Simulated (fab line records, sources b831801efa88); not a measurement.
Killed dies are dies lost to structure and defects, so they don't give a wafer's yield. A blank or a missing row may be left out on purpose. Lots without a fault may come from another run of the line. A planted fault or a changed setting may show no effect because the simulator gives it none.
A struck lot beside a sound one | flow sky130 | 17 steps out of a route of 708
Sound: wafers L572.1, L572.2, L572.6. Struck: wafers L579.2, L579.4. The cause comes at the end.
At each step with rows: each side's tool, then ch and its chambers, then its first start. Under that, the readings that differ: sound wafers | struck wafers | difference of the means | sigmas: that difference in standard deviations of wafers without a fault.
alike: readings whose means differ by less than 2 such deviations, and words and numbers that are the same on both sides. not compared: withheld readings, readings that some wafer has no value for, bounds like >300 that may hide the same value, and numbers for which the record gives no deviation and whose values overlap.
The two part at a step that has a row with sigmas, a row that says differs or no value, or rows on one side only. Numbers that don't overlap but have no deviation are shown without sigmas and don't part them. A reading that every wafer of one side lacks parts them only if that side has two wafers or more.

first, 3 steps without rows for these wafers: SKY_VIA1_EXPOSE_09 (exposes mask VIM, target cd 150 nm); SKY_VIA1_PEB_10; SKY_VIA1_DEVELOP_11 (develop time 60 s).
SKY_VIA1_CD_MEAS_12: target cd 150 nm.
  sound on cd_sem-01, day 35 22:55; struck on cd_sem-01, day 38 13:29
  alike: cd_nm
SKY_VIA1_OVL_MEAS_13:
  sound on overlay-02, day 35 23:02; struck on overlay-02, day 38 13:35
  alike: VIA1_OVL
SKY_VIA1_ETCH_14: etches BARC in N2/H2, stops on SiO2, time 45.9 s, target depth 60 nm.
  sound on rie_diel-03 ch 0,2,3, day 35 23:04; struck on rie_diel-02 ch 1,3, day 38 13:37
  reading               | sound             | struck      | difference | sigmas
  oes_product_au (a.u.) | 0.849 0.853 0.846 | 0.869 0.851 | +0.011     | +2
  alike: drypump_motor_current_A, h2_flow_sccm, n2_flow_sccm, throttle_valve_pct
  not compared: rf_hours_counter_h
SKY_VIA1_ETCH_15: etches SiO2 in C4F8/O2/Ar, stops on TiN, target depth 351 nm, time 54 s.
  sound on rie_diel-03 ch 0,2,3, day 35 23:07; struck on rie_diel-02 ch 1,3, day 38 13:40
  alike: oes_product_au
  not compared: rf_hours_counter_h
SKY_VIA1_STRIP_16: strips in O2/N2.
  sound on plasma_asher-01 ch 0,1, day 35 23:10; struck on plasma_asher-03 ch 1, day 38 13:43
  alike: drypump_motor_current_A, n2_flow_sccm, oes_product_au, strip_time_to_endpoint_s
  not compared: rf_hours_counter_h
then, 3 steps without rows for these wafers: SKY_VIA1_STRIP_17 (strips in post etch residue remover, time 1200 s); SKY_VIA1_CLEAN_18 (cleans in IPA, time 180 s); SKY_VIA1_CLEAN_19 (cleans in O3/DIW).
SKY_VIA1_SPUTTER_20: material TiN, target thk 20 nm, time 80 s.
  sound on pvd_sputter-01, day 35 23:45; struck on pvd_sputter-02, day 38 14:19
  reading                | sound          | struck    | difference | sigmas
  throttle_valve_pct (%) | 32.1 31.1 31.4 | 28.6 29.5 | -2.5       | -3
  alike: cathode_dc_power_W
SKY_VIA1_CVD_21: deposits W, target thk 270 nm, time 80.902 s.
  sound on cvd_w-02 ch 0,1, day 35 23:49; struck on cvd_w-01 ch 0, day 38 14:22
  reading                            | sound             | struck      | difference | sigmas
  model.W_of_VIA1_CVD_21.thk_nm (nm) | 269.4 261.9 263.6 | 245.6 247.8 | -18.3      |
  alike: heater_power_w
SKY_VIA1_RS_MEAS_22: measures by four-point-probe.
  sound on film_metro-02, day 35 23:54; struck on film_metro-03, day 38 14:29
  reading            | sound             | struck      | difference | sigmas
  VIA1_W_RS (ohm/sq) | 0.428 0.440 0.437 | 0.471 0.467 | +0.034     | +7
SKY_VIA1_THK_MEAS_23: measures by xrf.
  sound on film_metro-02, day 36 00:01; struck on film_metro-03, day 38 14:35
  reading         | sound       | struck  | difference | sigmas
  VIA1_W_THK (nm) | 277 269 270 | 247 249 | -24        | -8
SKY_VIA1_CMP_24: polishes, stops on SiO2, t overpolish 15 s, target thk 0 nm.
  sound on cmp-02 ch 1,2,3, day 36 00:11; struck on cmp-02 ch 1,2, day 38 14:41
  alike: edge_zone_pressure_frac, motor_current_A, platen_rpm
-- the record jumps here: 11 days lie between the struck wafers' starts before and after (it left off in module VIA1 and takes up again in module PAD_OPEN, whose first step shown is number 708 of the route) --
SKY_PAD_OPEN_PROBE_99:
  sound on prober-01, day 47 15:36; struck on prober-01, day 49 15:01
  reading             | sound    | struck | difference | sigmas
  killed_at_front_end | 10 17 12 | 20 22  | +8         | +2
  alike: defect_limited_yield, killed_at_M0_to_M3, killed_at_M4_up, killed_at_contacts, killed_at_other, killed_dies, killed_open, killed_short, sort_bin_3_pad_short, sort_bin_5_function, sort_bin_6_memory, sort_n_pass, sort_yield_pct

WHERE THEY PART
First at SKY_VIA1_ETCH_14; last, within this record, at SKY_PAD_OPEN_PROBE_99.

WHY: what the simulator had put in
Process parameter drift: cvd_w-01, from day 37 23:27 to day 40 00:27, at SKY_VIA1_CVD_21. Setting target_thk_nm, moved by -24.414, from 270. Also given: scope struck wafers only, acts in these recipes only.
